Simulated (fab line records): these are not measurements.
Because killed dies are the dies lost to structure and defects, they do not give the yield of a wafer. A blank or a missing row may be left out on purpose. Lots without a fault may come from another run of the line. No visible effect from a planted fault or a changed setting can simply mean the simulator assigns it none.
Which tool was responsible? / flow gf180mcu / 72 wafers from 24 lots sampled at 3 of the route's 602 steps

## WHAT THE GAUGES SHOWED, per wafer
GF_M1_CD_MEAS_14: the cd target is 230 nm. Usual: cd_nm at 230.0 nm, with a standard deviation of 1.4.
lot=L074; measured=day 17 08:10; on=cd_sem-02; cd_nm (nm)=229.8 229.5 229.2; flag=
lot=L075; measured=day 17 14:11; on=cd_sem-01; cd_nm (nm)=229.3 229.9 228.3; flag=
lot=L076; measured=day 18 02:24; on=cd_sem-01; cd_nm (nm)=228.1 229.1 228.5; flag=
lot=L077; measured=day 18 05:30; on=cd_sem-02; cd_nm (nm)=230.9 231.8 231.2; flag=
lot=L079; measured=day 19 01:43; on=cd_sem-01; cd_nm (nm)=228.0 227.9 227.4; flag=
lot=L078; measured=day 19 05:24; on=cd_sem-02; cd_nm (nm)=228.4 227.9 227.9; flag=
lot=L080; measured=day 19 10:17; on=cd_sem-02; cd_nm (nm)=232.0 232.8 231.2; flag=
lot=L081; measured=day 19 18:52; on=cd_sem-02; cd_nm (nm)=229.0 230.3 230.8; flag=
lot=L082; measured=day 20 03:25; on=cd_sem-01; cd_nm (nm)=230.1 231.2 229.9; flag=
lot=L083; measured=day 20 21:27; on=cd_sem-02; cd_nm (nm)=229.2 229.2 228.8; flag=
lot=L084; measured=day 21 05:08; on=cd_sem-01; cd_nm (nm)=231.7 230.9 231.0; flag=
lot=L085; measured=day 21 14:18; on=cd_sem-02; cd_nm (nm)=229.0 228.8 228.5; flag=
lot=L086; measured=day 21 16:34; on=cd_sem-02; cd_nm (nm)=228.4 229.2 228.2; flag=
lot=L087; measured=day 22 08:25; on=cd_sem-01; cd_nm (nm)=232.8 232.9 232.6; flag=
lot=L088; measured=day 22 16:33; on=cd_sem-01; cd_nm (nm)=231.7 231.9 231.6; flag=
lot=L089; measured=day 23 01:53; on=cd_sem-02; cd_nm (nm)=229.0 228.5 228.7; flag=
lot=L090; measured=day 23 02:14; on=cd_sem-02; cd_nm (nm)=231.8 232.1 231.6; flag=
lot=L091; measured=day 23 13:11; on=cd_sem-01; cd_nm (nm)=230.7 228.8 229.9; flag=
lot=L092; measured=day 23 20:52; on=cd_sem-01; cd_nm (nm)=231.3 231.0 230.4; flag=
lot=L093; measured=day 24 02:46; on=cd_sem-02; cd_nm (nm)=231.2 230.2 230.9; flag=
lot=L094; measured=day 24 14:58; on=cd_sem-02; cd_nm (nm)=230.9 229.6 230.0; flag=
lot=L095; measured=day 24 16:13; on=cd_sem-02; cd_nm (nm)=227.9 229.7 228.8; flag=
lot=L096; measured=day 25 02:04; on=cd_sem-01; cd_nm (nm)=229.5 229.8 228.2; flag=
lot=L097; measured=day 25 05:41; on=cd_sem-01; cd_nm (nm)=232.3 231.7 231.2; flag=

GF_V1_THK_MEAS_03. Usual: for V1_CVD_02_THK the level is 846 nm and the standard deviation is 12.
lot=L074; measured=day 17 09:12; on=film_metro-03; V1_CVD_02_THK (nm)=834 861 840; flag=
lot=L075; measured=day 17 15:11; on=film_metro-03; V1_CVD_02_THK (nm)=837 845 856; flag=
lot=L076; measured=day 18 03:27; on=film_metro-04; V1_CVD_02_THK (nm)=831 859 860; flag=
lot=L077; measured=day 18 06:31; on=film_metro-03; V1_CVD_02_THK (nm)=841 827 852; flag=
lot=L079; measured=day 19 02:47; on=film_metro-03; V1_CVD_02_THK (nm)=859 861 848; flag=
lot=L078; measured=day 19 06:26; on=film_metro-04; V1_CVD_02_THK (nm)=844 848 834; flag=
lot=L080; measured=day 19 11:17; on=film_metro-04; V1_CVD_02_THK (nm)=847 839 848; flag=
lot=L081; measured=day 19 19:53; on=film_metro-03; V1_CVD_02_THK (nm)=851 828 848; flag=
lot=L082; measured=day 20 04:27; on=film_metro-01; V1_CVD_02_THK (nm)=844 829 848; flag=
lot=L083; measured=day 20 22:29; on=film_metro-04; V1_CVD_02_THK (nm)=833 864 844; flag=
lot=L084; measured=day 21 06:07; on=film_metro-01; V1_CVD_02_THK (nm)=833 857 845; flag=
lot=L085; measured=day 21 15:22; on=film_metro-03; V1_CVD_02_THK (nm)=838 854 870; flag=
lot=L086; measured=day 21 17:36; on=film_metro-04; V1_CVD_02_THK (nm)=854 872 854; flag=
lot=L087; measured=day 22 09:29; on=film_metro-03; V1_CVD_02_THK (nm)=833 848 835; flag=
lot=L088; measured=day 22 17:34; on=film_metro-03; V1_CVD_02_THK (nm)=856 837 856; flag=
lot=L089; measured=day 23 02:55; on=film_metro-04; V1_CVD_02_THK (nm)=866 865 859; flag=
lot=L090; measured=day 23 03:13; on=film_metro-04; V1_CVD_02_THK (nm)=853 838 864; flag=
lot=L091; measured=day 23 14:17; on=film_metro-01; V1_CVD_02_THK (nm)=831 853 845; flag=
lot=L092; measured=day 23 21:57; on=film_metro-01; V1_CVD_02_THK (nm)=831 827 839; flag=
lot=L093; measured=day 24 03:47; on=film_metro-03; V1_CVD_02_THK (nm)=856 850 848; flag=
lot=L094; measured=day 24 16:22; on=film_metro-04; V1_CVD_02_THK (nm)=838 835 861; flag=
lot=L095; measured=day 24 17:13; on=film_metro-04; V1_CVD_02_THK (nm)=843 859 874; flag=
lot=L096; measured=day 25 03:04; on=film_metro-01; V1_CVD_02_THK (nm)=841 856 835; flag=
lot=L097; measured=day 25 06:41; on=film_metro-04; V1_CVD_02_THK (nm)=830 855 852; flag=

GF_V2_THK_MEAS_03. Usual: for V2_CVD_02_THK the level is 846 nm and the standard deviation is 14.
lot=L074; measured=day 19 12:05; on=film_metro-04; V2_CVD_02_THK (nm)=853 863 870; flag=
lot=L075; measured=day 19 18:16; on=film_metro-03; V2_CVD_02_THK (nm)=819 845 849; flag=
lot=L076; measured=day 20 07:42; on=film_metro-04; V2_CVD_02_THK (nm)=810 846 824; flag=
lot=L077; measured=day 20 09:51; on=film_metro-02; V2_CVD_02_THK (nm)=854 843 864; flag=
lot=L079; measured=day 21 07:04; on=film_metro-02; V2_CVD_02_THK (nm)=848 841 861; flag=
lot=L078; measured=day 21 10:34; on=film_metro-02; V2_CVD_02_THK (nm)=839 849 838; flag=
lot=L080; measured=day 21 14:55; on=film_metro-03; V2_CVD_02_THK (nm)=849 844 860; flag=
lot=L081; measured=day 22 03:37; on=film_metro-03; V2_CVD_02_THK (nm)=848 818 834; flag=
lot=L082; measured=day 22 06:48; on=film_metro-04; V2_CVD_02_THK (nm)=837 831 846; flag=
lot=L083; measured=day 23 01:05; on=film_metro-04; V2_CVD_02_THK (nm)=837 841 859; flag=
lot=L084; measured=day 23 07:01; on=film_metro-02; V2_CVD_02_THK (nm)=848 858 846; flag=
lot=L085; measured=day 23 15:31; on=film_metro-04; V2_CVD_02_THK (nm)=853 879 870; flag=
lot=L086; measured=day 23 19:13; on=film_metro-03; V2_CVD_02_THK (nm)=815 861 828; flag=
lot=L087; measured=day 24 10:01; on=film_metro-02; V2_CVD_02_THK (nm)=851 867 846; flag=
lot=L088; measured=day 24 18:42; on=film_metro-03; V2_CVD_02_THK (nm)=824 839 842; flag=
lot=L089; measured=day 25 02:59; on=film_metro-03; V2_CVD_02_THK (nm)=838 855 860; flag=
lot=L090; measured=day 25 04:07; on=film_metro-04; V2_CVD_02_THK (nm)=840 856 846; flag=
lot=L091; measured=day 25 14:20; on=film_metro-02; V2_CVD_02_THK (nm)=845 844 856; flag=
lot=L092; measured=day 25 21:33; on=film_metro-04; V2_CVD_02_THK (nm)=840 806 834; flag=
lot=L093; measured=day 26 03:08; on=film_metro-03; V2_CVD_02_THK (nm)=847 847 842; flag=
lot=L094; measured=day 26 14:43; on=film_metro-04; V2_CVD_02_THK (nm)=835 833 845; flag=
lot=L095; measured=day 26 15:02; on=film_metro-04; V2_CVD_02_THK (nm)=846 829 864; flag=
lot=L096; measured=day 27 00:06; on=film_metro-02; V2_CVD_02_THK (nm)=835 850 868; flag=
lot=L097; measured=day 27 03:16; on=film_metro-04; V2_CVD_02_THK (nm)=854 858 839; flag=

## TOOL THAT RAN EACH LOT (tool first, then ch and the chambers of the sampled wafers, then the start)
There is no process step in the record ahead of these readings.

## AS READ BY THE TOOLS THEMSELVES (means over the sampled wafers that have a number; for cases with no such wafer, the mark the record gives instead)
The record holds no such reading with a usual standard deviation.

## THE ANSWER, worked out from the rows above alone
Rule: take the mean of a lot's wafers that have a number; if it is more than 3 standard deviations from the usual mean, the lot is off. Also off: a lot with no number at a reading for which 4 or more lots have one. Where the step has rows for the other lots, those lots are counted as sound. After the gauges, taken in route order, come the tools' own readings; for these a lot's mean is taken, as printed above. The first step at which some lot is off is used, and at that step the reading that is off furthest; a lot without a number counts as furthest.
Across all readings shown, no lot is off: no conclusion can be drawn from this.

## WHAT THE SIMULATOR HAD PUT IN
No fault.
